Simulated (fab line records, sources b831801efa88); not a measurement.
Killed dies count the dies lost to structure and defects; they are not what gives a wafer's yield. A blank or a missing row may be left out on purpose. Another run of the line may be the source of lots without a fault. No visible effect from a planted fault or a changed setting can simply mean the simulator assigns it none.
fab line records ; flow sky130
record: lots: 13; wafers: 39; last-day: 50
route steps=708 shown METAL1@434 VIA1@461 METAL2@501 METAL3@534 PAD_OPEN@708
lots untouched by any fault: they come from a run of this same line in which no faults occurred
start-h: start of the lot's first displayed wafer, in hours after the record's first day ; wait-h: hours elapsed since this lot's preceding step ; " unchanged from the row above ; L1.1+2: several wafers, shown together as one row ; - no value, or no start given ; * or withheld: withheld ; < > ~ a bound
route shown NAME@n: a module of which the file shows steps, and the number in the route of the first ; usual: mean/standard deviation taken from wafers without a fault ; same: alike in all rows ; chamber/n: place in a boat ; sites: per-site readings ; _std_site: the values' standard deviation ; _edge_site: inner sites' mean taken away from outer sites' mean ; radius-mm: how far each site lies from the wafer's centre ; mask NAME#n: copy n ; behind: tool/chamber where the wafer was last shaped ; hold: why the lot went on hold/how many hours it stayed there/how the hold came to an end ; device: the n, p or np transistor that did not switch ; end of line: the route-end tests of the same wafers ; a step without rows: its recipe alone ; killed: at the first sort, the dies lost to defects and structure; wafer yield is something else ; map: dies across one wafer; x = killed, . = not, _ = none there
set.NAME: the run value of the setting; set.NAME@STEP: its run value at that earlier step ; model.NAME: the simulator's own value behind a step, which no gauge read
the route's steps for a sample of lots (tables are steps, rows are wafers)
services: the hour from which a tool's chamber was out of use, counted from the record's first day as start-h (under 0 if before that day), plus the number of hours and why
== steps ==
step: SKY_METAL1_SPUTTER_00
recipe: material: Ti; target-thk-nm: 15; power-w: 3000; time-s: 10; chamber-pressure-pa: 0.4
usual: throttle-valve-pct: 29.9/1.4
lot.wafer;tool;chamber;start-h;wait-h;throttle-valve-pct
L684.2;pvd-sputter-03;-;734.56;0.2;31.3
L684.5;pvd-sputter-03;-;734.56;0.2;31.5
L684.6;pvd-sputter-03;-;734.56;0.2;31.6
L685.1;pvd-sputter-04;-;746.14;0.2;32.2
L685.3;pvd-sputter-04;-;746.14;0.2;28.9
L685.4;pvd-sputter-04;-;746.14;0.2;28.9
L686.3;pvd-sputter-03;-;751.94;0.2;31.9
L686.4;pvd-sputter-03;-;751.94;0.2;31.9
L686.5;pvd-sputter-03;-;751.94;0.2;32.0
L687.4;pvd-sputter-04;-;754.83;0.1;32.0
L687.5;pvd-sputter-04;-;754.83;0.1;28.5
L687.6;pvd-sputter-04;-;754.83;0.1;32.0
L688.4;pvd-sputter-04;-;782.76;0.2;28.7
L688.5;pvd-sputter-04;-;782.76;0.2;29.3
L688.6;pvd-sputter-04;-;782.76;0.2;32.5
L689.1;pvd-sputter-03;-;786.93;0.2;31.3
L689.3;pvd-sputter-03;-;786.93;0.2;31.6
L689.5;pvd-sputter-03;-;786.93;0.2;31.9
L699.3;pvd-sputter-02;-;869.50;0.2;29.2
L699.5;pvd-sputter-02;-;869.50;0.2;29.1
L699.6;pvd-sputter-02;-;869.50;0.2;28.7
L701.3;pvd-sputter-02;-;875.84;0.1;28.9
L701.4;pvd-sputter-02;-;875.84;0.1;29.1
L701.6;pvd-sputter-02;-;875.84;0.1;28.5
L702.1;pvd-sputter-02;-;876.70;0.1;28.6
L702.5;pvd-sputter-02;-;876.70;0.1;30.6
L702.6;pvd-sputter-02;-;876.70;0.1;28.6
L703.2;pvd-sputter-02;-;880.34;0.1;28.4
L703.4;pvd-sputter-02;-;880.34;0.1;30.7
L703.6;pvd-sputter-02;-;880.34;0.1;30.8
L704.3;pvd-sputter-02;-;887.34;0.1;28.5
L704.5;pvd-sputter-02;-;887.34;0.1;28.5
L704.6;pvd-sputter-02;-;887.34;0.1;30.5
L705.2;pvd-sputter-02;-;891.00;0.2;28.7
L705.4;pvd-sputter-02;-;891.00;0.2;29.2
L705.6;pvd-sputter-02;-;891.00;0.2;28.7
L707.1;pvd-sputter-02;-;909.78;0.2;29.1
L707.3;pvd-sputter-02;-;909.78;0.2;28.6
L707.5;pvd-sputter-02;-;909.78;0.2;28.3
step: SKY_VIA1_BOW_MEAS_03
recipe: mode: bow
usual: VIA1_BOW: 80/7.1
lot.wafer;tool;chamber;start-h;wait-h;VIA1_BOW[um]
L684.2;film-metro-02;-;763.81;0.3;89
L684.5;film-metro-02;-;763.81;0.3;78
L684.6;film-metro-02;-;763.81;0.3;77
L685.1;film-metro-02;-;774.77;0.2;90
L685.3;film-metro-02;-;774.77;0.2;76
L685.4;film-metro-02;-;774.77;0.2;82
L686.3;film-metro-02;-;780.68;0.1;75
L686.4;film-metro-02;-;780.68;0.1;80
L686.5;film-metro-02;-;780.68;0.1;75
L687.4;film-metro-01;-;783.05;0.2;94
L687.5;film-metro-01;-;783.05;0.2;83
L687.6;film-metro-01;-;783.05;0.2;83
L688.4;film-metro-02;-;810.95;0.2;86
L688.5;film-metro-02;-;810.95;0.2;78
L688.6;film-metro-02;-;810.95;0.2;83
L689.1;film-metro-02;-;815.08;0.1;82
L689.3;film-metro-02;-;815.08;0.1;81
L689.5;film-metro-02;-;815.08;0.1;70
L699.3;film-metro-03;-;897.08;0.1;99
L699.5;film-metro-03;-;897.08;0.1;89
L699.6;film-metro-03;-;897.08;0.1;83
L701.3;film-metro-01;-;902.75;0.1;80
L701.4;film-metro-01;-;902.75;0.1;72
L701.6;film-metro-01;-;902.75;0.1;83
L702.1;film-metro-01;-;904.03;0.1;86
L702.5;film-metro-01;-;904.03;0.1;75
L702.6;film-metro-01;-;904.03;0.1;76
L703.2;film-metro-03;-;907.58;0.3;80
L703.4;film-metro-03;-;907.58;0.3;89
L703.6;film-metro-03;-;907.58;0.3;79
L704.3;film-metro-03;-;913.65;0.1;73
L704.5;film-metro-03;-;913.65;0.1;67
L704.6;film-metro-03;-;913.65;0.1;78
L705.2;film-metro-02;-;917.68;0.2;80
L705.4;film-metro-02;-;917.68;0.2;87
L705.6;film-metro-02;-;917.68;0.2;81
L707.1;film-metro-02;-;936.97;0.1;86
L707.3;film-metro-02;-;936.97;0.1;80
L707.5;film-metro-02;-;936.97;0.1;69
step: SKY_METAL2_ETCH_18
recipe: chemistry: N2/H2; target: BARC; ion-energy-ev: 200; bias-w: 100; pressure-mtorr: 30; n2-flow-sccm: 100; h2-flow-sccm: 200; icp-w: 500; stop-on: SiO2; time-s: 45.9; target-depth-a: 600
usual: drypump-motor-current-A: 6.2/0.34; n2-flow-sccm: 100.0/0.32; oes-product-au: 0.855/0.004; throttle-valve-pct: 13.225/0.0086
lot.wafer;tool;chamber;start-h;wait-h;drypump-motor-current-A;n2-flow-sccm;oes-product-au;rf-hours-counter-h;throttle-valve-pct
L684.2;rie-metal-04;1;819.44;0.0;6.6;100.6;0.852;16;13.223
L684.5;rie-metal-04;0;819.44;0.0;5.7;99.9;0.857;-;13.231
L684.6;rie-metal-04;1;819.44;0.0;6.6;100.3;0.852;-;13.223
L685.1;rie-metal-01;1;830.56;0.0;6.0;99.4;0.849;3;13.236
L685.3;rie-metal-01;0;830.56;0.0;6.2;100.3;0.851;-;13.227
L685.4;rie-metal-01;1;830.56;0.0;6.0;100.0;0.858;-;13.223
L686.3;rie-metal-02;0;835.61;0.1;6.2;100.2;0.856;-;13.238
L686.4;rie-metal-02;0;835.61;0.1;6.2;99.9;0.850;-;13.240
L686.5;rie-metal-02;0;835.61;0.1;6.3;99.5;0.853;-;13.227
L687.4;rie-metal-04;0;837.31;0.0;5.7;100.0;0.855;-;13.227
L687.5;rie-metal-04;0;837.31;0.0;5.7;99.8;0.852;-;13.222
L687.6;rie-metal-04;1;837.31;0.0;6.6;100.8;0.858;-;13.219
L688.4;rie-metal-04;0;865.24;0.1;5.7;100.6;0.858;-;13.234
L688.5;rie-metal-04;0;865.24;0.1;5.7;100.7;0.850;-;13.224
L688.6;rie-metal-04;0;865.24;0.1;5.7;100.2;0.858;-;13.235
L689.1;rie-metal-04;0;869.24;0.1;5.7;99.6;0.854;7;13.224
L689.3;rie-metal-04;0;869.24;0.1;5.7;99.6;0.849;-;13.238
L689.5;rie-metal-04;0;869.24;0.1;5.7;99.4;0.798;-;13.225
L699.3;rie-metal-02;1;948.66;0.0;6.5;100.3;0.860;-;13.229
L699.5;rie-metal-02;0;948.66;0.0;6.3;99.9;0.863;-;13.229
L699.6;rie-metal-02;1;948.66;0.0;6.6;100.4;0.858;-;13.212
L701.3;rie-metal-02;0;952.97;0.0;6.3;99.7;0.855;-;13.220
L701.4;rie-metal-02;1;952.97;0.0;6.6;100.0;0.865;-;13.236
L701.6;rie-metal-02;1;952.97;0.0;6.6;99.9;0.856;-;13.209
L702.1;rie-metal-04;0;954.94;0.0;5.7;99.7;0.854;12;13.237
L702.5;rie-metal-04;0;954.94;0.0;5.7;100.0;0.856;-;13.229
L702.6;rie-metal-04;1;954.94;0.0;6.5;100.3;0.855;-;13.219
L703.2;rie-metal-04;0;958.64;0.0;5.7;100.2;0.857;12;13.215
L703.4;rie-metal-04;0;958.64;0.0;5.7;100.3;0.854;-;13.243
L703.6;rie-metal-04;1;958.64;0.0;6.6;100.1;0.856;-;13.226
L704.3;rie-metal-02;1;964.28;0.0;6.6;99.9;0.856;-;13.222
L704.5;rie-metal-02;1;964.28;0.0;6.6;100.0;0.857;-;13.245
L704.6;rie-metal-02;0;964.28;0.0;6.3;99.7;0.856;-;13.214
L705.2;rie-metal-01;1;967.56;0.0;6.0;99.6;0.857;10;13.226
L705.4;rie-metal-01;1;967.56;0.0;6.0;99.9;0.853;-;13.220
L705.6;rie-metal-01;1;967.56;0.0;6.0;99.9;0.856;-;13.213
L707.1;rie-metal-01;1;987.29;0.0;5.9;100.1;0.867;10;13.228
L707.3;rie-metal-01;1;987.29;0.0;5.9;100.2;0.855;-;13.226
L707.5;rie-metal-01;0;987.29;0.0;6.3;99.5;0.870;-;13.234
step: SKY_METAL3_SPUTTER_02
recipe: material: AlCu; target-thk-nm: 735; power-w: 10600; time-s: 39.1; chamber-pressure-pa: 0.4
usual: throttle-valve-pct: 30.7/1.4
lot.wafer;tool;chamber;start-h;wait-h;throttle-valve-pct
L684.2;pvd-sputter-04;-;847.69;0.0;28.9
L684.5;pvd-sputter-04;-;847.69;0.0;29.3
L684.6;pvd-sputter-04;-;847.69;0.0;28.5
L685.1;pvd-sputter-04;-;859.67;0.0;29.4
L685.3;pvd-sputter-04;-;859.67;0.0;28.2
L685.4;pvd-sputter-04;-;859.67;0.0;28.6
L686.3;pvd-sputter-03;-;864.49;0.0;31.2
L686.4;pvd-sputter-03;-;864.49;0.0;31.5
L686.5;pvd-sputter-03;-;864.49;0.0;31.4
L687.4;pvd-sputter-03;-;865.70;0.0;31.5
L687.5;pvd-sputter-03;-;865.70;0.0;32.0
L687.6;pvd-sputter-03;-;865.70;0.0;31.7
L688.4;pvd-sputter-02;-;894.62;0.0;29.2
L688.5;pvd-sputter-02;-;894.62;0.0;28.9
L688.6;pvd-sputter-02;-;894.62;0.0;30.5
L689.1;pvd-sputter-03;-;898.49;0.0;31.3
L689.3;pvd-sputter-03;-;898.49;0.0;31.4
L689.5;pvd-sputter-03;-;898.49;0.0;31.2
L699.3;pvd-sputter-03;-;976.22;0.0;31.5
L699.5;pvd-sputter-03;-;976.22;0.0;31.3
L699.6;pvd-sputter-03;-;976.22;0.0;32.2
L701.3;pvd-sputter-03;-;980.61;0.0;31.4
L701.4;pvd-sputter-03;-;980.61;0.0;31.4
L701.6;pvd-sputter-03;-;980.61;0.0;31.4
L702.1;pvd-sputter-02;-;983.06;0.0;30.6
L702.5;pvd-sputter-02;-;983.06;0.0;29.5
L702.6;pvd-sputter-02;-;983.06;0.0;28.5
L703.2;pvd-sputter-03;-;985.73;0.0;32.0
L703.4;pvd-sputter-03;-;985.73;0.0;31.9
L703.6;pvd-sputter-03;-;985.73;0.0;31.3
L704.3;pvd-sputter-03;-;991.22;0.0;32.3
L704.5;pvd-sputter-03;-;991.22;0.0;31.9
L704.6;pvd-sputter-03;-;991.22;0.0;31.4
L705.2;pvd-sputter-04;-;993.78;0.0;32.3
L705.4;pvd-sputter-04;-;993.78;0.0;28.7
L705.6;pvd-sputter-04;-;993.78;0.0;28.8
L707.1;pvd-sputter-04;-;1014.95;0.0;32.1
L707.3;pvd-sputter-04;-;1014.95;0.0;28.6
L707.5;pvd-sputter-04;-;1014.95;0.0;29.5
step: SKY_PAD_OPEN_PROBE_99
usual: defect-limited-yield: 82.6/1.9; killed_at_M0_to_M3: 42/7.1; killed_at_M4_up: 3.3/1.9; killed-at-contacts: 24/5; killed-at-front-end: 15/4.7; killed-at-other: 0.3/0.61; killed-dies: 86/9.6; killed-open: 47/7.5; killed-short: 38/6.6
same: gross-dies: 492; killed-at-back-side: 0
lot.wafer;tool;chamber;start-h;wait-h;defect-limited-yield[%];killed_at_M0_to_M3;killed_at_M4_up;killed-at-contacts;killed-at-front-end;killed-at-other;killed-dies;killed-open;killed-short
L684.2;prober-02;-;1071.54;0.1;81.7;42;4;26;16;2;90;46;43
L684.5;prober-02;-;1071.69;0.2;82.5;44;3;27;12;0;86;49;36
L684.6;prober-02;-;1071.74;0.2;80.3;49;2;31;15;0;97;60;37
L685.1;prober-01;-;1084.13;0.1;83.3;41;3;29;9;0;82;57;25
L685.3;prober-01;-;1084.23;0.2;81.3;39;9;25;19;0;92;41;51
L685.4;prober-01;-;1084.28;0.2;85.2;33;1;22;16;1;73;33;40
L686.3;prober-02;-;1087.45;0.2;83.7;49;3;19;8;1;80;35;45
L686.4;prober-02;-;1087.50;0.2;82.7;49;6;20;10;0;85;46;39
L686.5;prober-02;-;1087.55;0.2;84.8;38;2;26;8;1;75;47;27
L687.4;prober-01;-;1088.98;0.2;82.1;39;5;22;21;1;88;45;42
L687.5;prober-01;-;1089.03;0.2;86.0;26;4;26;13;0;69;38;31
L687.6;prober-01;-;1089.08;0.2;83.3;35;1;25;21;0;82;47;35
L688.4;prober-02;-;1110.78;0.2;79.7;51;3;27;17;2;100;48;52
L688.5;prober-02;-;1110.83;0.2;79.9;55;3;30;11;0;99;56;42
L688.6;prober-02;-;1110.88;0.2;78.7;50;4;28;22;1;105;64;37
L689.1;prober-01;-;1115.04;0.1;80.5;51;5;28;12;0;96;54;42
L689.3;prober-01;-;1115.14;0.2;82.9;45;4;20;15;0;84;56;28
L689.5;prober-01;-;1115.24;0.2;81.9;41;4;31;13;0;89;42;47
L699.3;prober-02;-;1175.87;0.2;81.5;54;3;16;18;0;91;49;41
L699.5;prober-02;-;1175.97;0.2;83.1;35;4;29;14;1;83;36;47
L699.6;prober-02;-;1176.02;0.2;81.7;38;1;25;26;0;90;49;41
L701.3;prober-01;-;1177.37;0.2;80.1;57;1;32;8;0;98;57;41
L701.4;prober-01;-;1177.42;0.2;83.1;35;3;24;18;3;83;38;44
L701.6;prober-01;-;1177.52;0.2;81.1;57;1;25;10;0;93;54;39
L702.1;prober-02;-;1179.25;0.1;82.9;35;0;28;21;0;84;51;33
L702.5;prober-02;-;1179.45;0.2;82.5;40;5;25;16;0;86;49;37
L702.6;prober-02;-;1179.50;0.2;83.5;33;3;26;19;0;81;43;38
L703.2;prober-01;-;1181.29;0.1;82.5;51;1;22;12;0;86;41;45
L703.4;prober-01;-;1181.39;0.2;80.3;47;4;28;17;1;97;55;41
L703.6;prober-01;-;1181.49;0.2;81.1;46;2;25;20;0;93;49;44
L704.3;prober-02;-;1184.52;0.2;84.8;40;1;22;12;0;75;45;30
L704.5;prober-02;-;1184.62;0.2;84.6;36;2;20;18;0;76;36;37
L704.6;prober-02;-;1184.67;0.2;86.4;39;3;18;7;0;67;39;27
L705.2;prober-01;-;1187.13;0.1;82.9;32;5;28;18;1;84;48;36
L705.4;prober-01;-;1187.23;0.2;82.9;47;5;24;8;0;84;45;39
L705.6;prober-01;-;1187.33;0.2;85.0;38;1;21;14;0;74;50;24
L707.1;prober-01;-;1200.75;0.1;85.4;30;5;26;10;1;72;45;27
L707.3;prober-01;-;1200.85;0.2;82.3;46;4;22;15;0;87;44;43
L707.5;prober-01;-;1200.95;0.2;82.9;35;4;29;16;0;84;47;37
killed by level:class
L684.2 VIA1:geometric-particle:open=13 CONTACT:geometric-particle:short=10 CONTACT:geometric-particle:open=9 VIA3:geometric-particle:open=5 POLY_GATE:geometric-particle:short=4 VIA1:geometric-particle:short=4 VIA2:geometric-particle:open=4 VIA3:geometric-particle:short=4
L684.5 VIA1:geometric-particle:open=11 VIA3:geometric-particle:open=9 VIA1:geometric-particle:short=7 CONTACT:geometric-particle:open=7 VIA2:geometric-particle:open=6 LI_CONTACT:geometric-particle:open=6 CONTACT:geometric-particle:short=6 LOCAL_INTERCONNECT:geometric-particle:short=4
L684.6 VIA2:geometric-particle:open=12 CONTACT:geometric-particle:open=10 VIA3:geometric-particle:open=9 LI_CONTACT:geometric-particle:open=9 VIA1:geometric-particle:open=8 CONTACT:geometric-particle:short=7 FIELD_ISO:geometric-particle:short=6 METAL2:geometric-particle:short=5
L685.1 VIA1:geometric-particle:open=19 CONTACT:geometric-particle:open=17 VIA2:geometric-particle:open=5 POLY_GATE:geometric-particle:short=4 LI_CONTACT:geometric-particle:open=4 CONTACT:geometric-particle:short=4 VIA1:geometric-particle:short=4 VIA3:geometric-particle:open=4
L685.3 VIA3:geometric-particle:open=9 LOCAL_INTERCONNECT:geometric-particle:short=7 FIELD_ISO:geometric-particle:short=6 CONTACT:geometric-particle:open=6 VIA1:geometric-particle:short=6 METAL2:geometric-particle:short=6 FIELD_ISO:geometric-particle:open=5 CONTACT:geometric-particle:short=5
L685.4 CONTACT:geometric-particle:open=9 POLY_GATE:geometric-particle:short=6 LI_CONTACT:geometric-particle:open=6 VIA1:geometric-particle:short=6 METAL1:geometric-particle:short=5 METAL2:geometric-particle:short=5 VIA2:geometric-particle:open=5 FIELD_ISO:geometric-particle:short=4
L686.3 METAL2:geometric-particle:short=10 METAL1:geometric-particle:short=8 VIA2:geometric-particle:open=8 CONTACT:geometric-particle:open=7 VIA1:geometric-particle:open=6 LI_CONTACT:geometric-particle:open=5 VIA1:geometric-particle:short=5 LI_CONTACT:geometric-particle:short=3
L686.4 CONTACT:geometric-particle:open=9 METAL2:geometric-particle:short=9 VIA2:geometric-particle:open=8 VIA1:geometric-particle:open=6 VIA1:geometric-particle:short=5 VIA3:geometric-particle:open=5 VIA3:geometric-particle:short=5 POLY_GATE:geometric-particle:open=4
L686.5 CONTACT:geometric-particle:open=13 VIA2:geometric-particle:open=7 VIA3:geometric-particle:open=7 CONTACT:geometric-particle:short=6 LI_CONTACT:geometric-particle:open=5 VIA1:geometric-particle:short=5 VIA1:geometric-particle:open=5 METAL2:geometric-particle:short=3
L687.4 VIA1:geometric-particle:open=10 FIELD_ISO:geometric-particle:open=7 CONTACT:geometric-particle:open=7 VIA2:geometric-particle:open=7 METAL1:geometric-particle:short=6 METAL2:geometric-particle:short=6 LI_CONTACT:geometric-particle:open=5 FIELD_ISO:geometric-particle:short=4
L687.5 CONTACT:geometric-particle:open=12 LI_CONTACT:geometric-particle:open=7 VIA1:geometric-particle:open=6 VIA3:geometric-particle:open=5 CONTACT:geometric-particle:short=4 METAL3:geometric-particle:short=4 FIELD_ISO:geometric-particle:short=3 POLY_GATE:geometric-particle:short=3
L687.6 VIA1:geometric-particle:open=9 CONTACT:geometric-particle:open=8 LI_CONTACT:geometric-particle:open=7 VIA3:geometric-particle:open=7 FIELD_ISO:geometric-particle:open=5 LOCAL_INTERCONNECT:geometric-particle:short=5 VIA2:geometric-particle:open=5 POLY_GATE:geometric-particle:short=4
L688.4 VIA1:geometric-particle:open=10 VIA3:geometric-particle:open=9 LI_CONTACT:geometric-particle:open=9 METAL2:geometric-particle:short=6 METAL1:geometric-particle:short=6 FIELD_ISO:geometric-particle:short=5 LI_CONTACT:geometric-particle:short=5 LOCAL_INTERCONNECT:geometric-particle:short=5
L688.5 VIA1:geometric-particle:open=16 CONTACT:geometric-particle:open=13 METAL2:geometric-particle:short=8 POLY_GATE:geometric-particle:short=7 LI_CONTACT:geometric-particle:open=6 VIA3:geometric-particle:open=6 LOCAL_INTERCONNECT:geometric-particle:short=5 VIA1:geometric-particle:short=5
L688.6 VIA1:geometric-particle:open=14 CONTACT:geometric-particle:open=10 VIA2:geometric-particle:open=9 VIA3:geometric-particle:open=9 LI_CONTACT:geometric-particle:open=8 POLY_GATE:geometric-particle:open=5 CONTACT:geometric-particle:short=5 VIA1:geometric-particle:short=5
L689.1 LI_CONTACT:geometric-particle:open=11 CONTACT:geometric-particle:open=10 VIA1:geometric-particle:open=10 METAL2:geometric-particle:short=8 VIA3:geometric-particle:open=6 METAL1:geometric-particle:short=5 VIA2:geometric-particle:open=5 POLY_GATE:geometric-particle:short=4
L689.3 VIA2:geometric-particle:open=11 LI_CONTACT:geometric-particle:open=9 VIA1:geometric-particle:open=9 VIA3:geometric-particle:open=9 CONTACT:geometric-particle:open=6 METAL3:geometric-particle:short=5 FIELD_ISO:geometric-particle:open=4 FIELD_ISO:geometric-particle:short=4
L689.5 CONTACT:geometric-particle:open=10 METAL1:geometric-particle:short=7 CONTACT:geometric-particle:short=7 VIA2:geometric-particle:open=7 VIA1:geometric-particle:open=6 LI_CONTACT:geometric-particle:open=5 VIA1:geometric-particle:short=5 VIA3:geometric-particle:open=5
L699.3 VIA2:geometric-particle:open=11 FIELD_ISO:geometric-particle:open=8 VIA3:geometric-particle:open=8 METAL1:geometric-particle:short=7 METAL2:geometric-particle:short=6 VIA2:geometric-particle:short=5 LOCAL_INTERCONNECT:geometric-particle:short=4 CONTACT:geometric-particle:open=4
L699.5 LOCAL_INTERCONNECT:geometric-particle:short=9 CONTACT:geometric-particle:open=9 FIELD_ISO:geometric-particle:short=7 VIA1:geometric-particle:open=7 LI_CONTACT:geometric-particle:open=5 VIA2:geometric-particle:open=5 CONTACT:geometric-particle:short=5 METAL2:geometric-particle:short=5
L699.6 CONTACT:geometric-particle:open=11 VIA1:geometric-particle:open=10 FIELD_ISO:geometric-particle:short=7 FIELD_ISO:geometric-particle:open=5 LOCAL_INTERCONNECT:geometric-particle:short=5 METAL1:geometric-particle:short=5 VIA2:geometric-particle:open=5 POLY_GATE:geometric-particle:open=4
L701.3 LI_CONTACT:geometric-particle:open=12 CONTACT:geometric-particle:open=12 METAL2:geometric-particle:short=9 VIA3:geometric-particle:open=8 METAL1:geometric-particle:short=6 VIA1:geometric-particle:short=6 VIA2:geometric-particle:open=6 METAL3:geometric-particle:short=6
L701.4 LI_CONTACT:geometric-particle:open=7 VIA2:geometric-particle:open=7 LOCAL_INTERCONNECT:geometric-particle:short=6 CONTACT:geometric-particle:open=5 VIA3:geometric-particle:open=5 FIELD_ISO:geometric-particle:open=4 FIELD_ISO:geometric-particle:short=4 POLY_GATE:geometric-particle:short=4
L701.6 VIA2:geometric-particle:open=14 VIA1:geometric-particle:open=12 METAL2:geometric-particle:short=11 LI_CONTACT:geometric-particle:open=9 CONTACT:geometric-particle:open=8 VIA1:geometric-particle:short=5 LOCAL_INTERCONNECT:geometric-particle:short=4 VIA3:geometric-particle:short=4
L702.1 CONTACT:geometric-particle:open=10 VIA1:geometric-particle:open=8 LI_CONTACT:geometric-particle:open=8 POLY_GATE:geometric-particle:open=7 VIA3:geometric-particle:open=7 METAL2:geometric-particle:short=5 FIELD_ISO:geometric-particle:open=4 LOCAL_INTERCONNECT:geometric-particle:short=4
L702.5 VIA1:geometric-particle:open=10 CONTACT:geometric-particle:open=9 VIA1:geometric-particle:short=7 LI_CONTACT:geometric-particle:open=6 VIA3:geometric-particle:open=6 METAL2:geometric-particle:short=4 VIA2:geometric-particle:short=4 FIELD_ISO:geometric-particle:open=3
L702.6 LI_CONTACT:geometric-particle:open=9 CONTACT:geometric-particle:open=8 METAL2:geometric-particle:short=7 VIA3:geometric-particle:open=7 VIA1:geometric-particle:open=6 FIELD_ISO:geometric-particle:short=5 FIELD_ISO:geometric-particle:open=4 CONTACT:geometric-particle:short=4
L703.2 LI_CONTACT:geometric-particle:open=8 METAL1:geometric-particle:short=8 VIA1:geometric-particle:short=8 VIA1:geometric-particle:open=7 CONTACT:geometric-particle:open=5 VIA2:geometric-particle:short=5 LI_CONTACT:geometric-particle:short=5 METAL2:geometric-particle:short=5
L703.4 CONTACT:geometric-particle:open=14 VIA1:geometric-particle:open=11 VIA2:geometric-particle:open=9 FIELD_ISO:geometric-particle:short=8 VIA3:geometric-particle:open=8 METAL1:geometric-particle:short=6 METAL2:geometric-particle:short=6 LI_CONTACT:geometric-particle:open=5
L703.6 CONTACT:geometric-particle:open=12 VIA1:geometric-particle:open=9 VIA2:geometric-particle:open=8 METAL2:geometric-particle:short=7 FIELD_ISO:geometric-particle:open=5 VIA3:geometric-particle:open=5 CONTACT:geometric-particle:short=5 VIA1:geometric-particle:short=5
L704.3 VIA3:geometric-particle:open=9 LI_CONTACT:geometric-particle:open=7 FIELD_ISO:geometric-particle:open=6 VIA2:geometric-particle:open=6 VIA1:geometric-particle:open=6 CONTACT:geometric-particle:open=5 METAL1:geometric-particle:short=5 METAL3:geometric-particle:short=5
L704.5 METAL2:geometric-particle:short=7 LI_CONTACT:geometric-particle:open=7 CONTACT:geometric-particle:open=7 VIA1:geometric-particle:short=7 FIELD_ISO:geometric-particle:short=5 VIA3:geometric-particle:open=5 POLY_GATE:geometric-particle:short=4 VIA1:geometric-particle:open=4
L704.6 CONTACT:geometric-particle:open=7 VIA2:geometric-particle:open=7 VIA3:geometric-particle:open=6 VIA1:geometric-particle:open=6 METAL1:geometric-particle:short=5 LI_CONTACT:geometric-particle:open=5 LOCAL_INTERCONNECT:geometric-particle:short=3 VIA3:geometric-particle:short=3
L705.2 VIA1:geometric-particle:open=10 LI_CONTACT:geometric-particle:open=9 CONTACT:geometric-particle:open=8 METAL1:geometric-particle:short=6 POLY_GATE:geometric-particle:open=5 POLY_GATE:geometric-particle:short=4 LOCAL_INTERCONNECT:geometric-particle:short=4 CONTACT:geometric-particle:short=4
L705.4 VIA1:geometric-particle:open=11 VIA2:geometric-particle:open=11 CONTACT:geometric-particle:open=9 METAL1:geometric-particle:short=6 VIA3:geometric-particle:open=6 METAL4:geometric-particle:short=5 CONTACT:geometric-particle:short=5 VIA2:geometric-particle:short=5
L705.6 VIA2:geometric-particle:open=9 LI_CONTACT:geometric-particle:open=8 CONTACT:geometric-particle:open=8 VIA3:geometric-particle:open=7 VIA1:geometric-particle:open=6 METAL1:geometric-particle:short=6 VIA1:geometric-particle:short=5 FIELD_ISO:geometric-particle:open=4
L707.1 CONTACT:geometric-particle:open=13 VIA3:geometric-particle:open=7 VIA1:geometric-particle:open=7 LI_CONTACT:geometric-particle:open=6 METAL4:geometric-particle:short=4 FIELD_ISO:geometric-particle:short=3 POLY_GATE:geometric-particle:open=3 LI_CONTACT:geometric-particle:short=3
L707.3 VIA1:geometric-particle:open=8 VIA3:geometric-particle:open=8 VIA1:geometric-particle:short=7 VIA2:geometric-particle:open=7 METAL2:geometric-particle:short=6 CONTACT:geometric-particle:open=6 POLY_GATE:geometric-particle:open=5 FIELD_ISO:geometric-particle:short=4
L707.5 CONTACT:geometric-particle:open=10 VIA1:geometric-particle:open=10 VIA3:geometric-particle:open=8 CONTACT:geometric-particle:short=7 POLY_GATE:geometric-particle:open=4 POLY_GATE:geometric-particle:short=4 LI_CONTACT:geometric-particle:short=4 LI_CONTACT:geometric-particle:open=4
== services ==
tool;chamber;start-h;hours;kind
pvd-sputter-03;-;722.85;10.8;repair
rie-metal-01;1;735.95;-;clean
rie-metal-01;1;735.95;17.9;scheduled-down
rie-metal-01;1;735.95;17.9;vent-cycle
rie-metal-02;-;760.02;14.6;pm
pvd-sputter-02;-;779.68;0.9;repair
pvd-sputter-02;-;802.63;1.2;repair
rie-metal-02;1;821.09;-;clean
rie-metal-02;1;821.09;19.7;scheduled-down
rie-metal-02;1;821.09;19.7;vent-cycle
pvd-sputter-03;-;841.83;1.0;repair
rie-metal-02;0;844.87;-;clean
rie-metal-02;0;844.87;12.8;scheduled-down
rie-metal-02;0;844.87;12.8;vent-cycle
rie-metal-04;1;849.49;-;clean
rie-metal-04;1;849.49;27.0;scheduled-down
rie-metal-04;1;849.49;27.0;vent-cycle
pvd-sputter-02;-;862.50;4.1;repair
rie-metal-04;-;884.57;1.2;repair
pvd-sputter-04;-;909.22;0.7;repair
rie-metal-02;-;918.40;0.3;repair
rie-metal-04;0;929.84;6.6;repair
rie-metal-02;-;965.69;2.8;pm
pvd-sputter-02;-;990.41;23.1;repair
== key ==
first-sign: step: SKY_METAL2_ETCH_18; reading: oes-product-au; direction: down; sigmas: 14; usual: 0.855; struck: 0.798
effect none on later readings
met-at SKY_METAL2_ETCH_18
struck-lots L689
struck-wafers L689.5
not-acting-at SKY_METAL1_SPUTTER_00,SKY_VIA1_BOW_MEAS_03,SKY_METAL3_SPUTTER_02
onset-between 865.24 869.24
fault: kind: process-parameter-drift; tool: rie-metal-04; chamber: -; onset-h: 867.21; steps: SKY_METAL2_ETCH_18; channel: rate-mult; offset: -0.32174; shape: step; end-h: 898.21; scope: struck-wafers-only
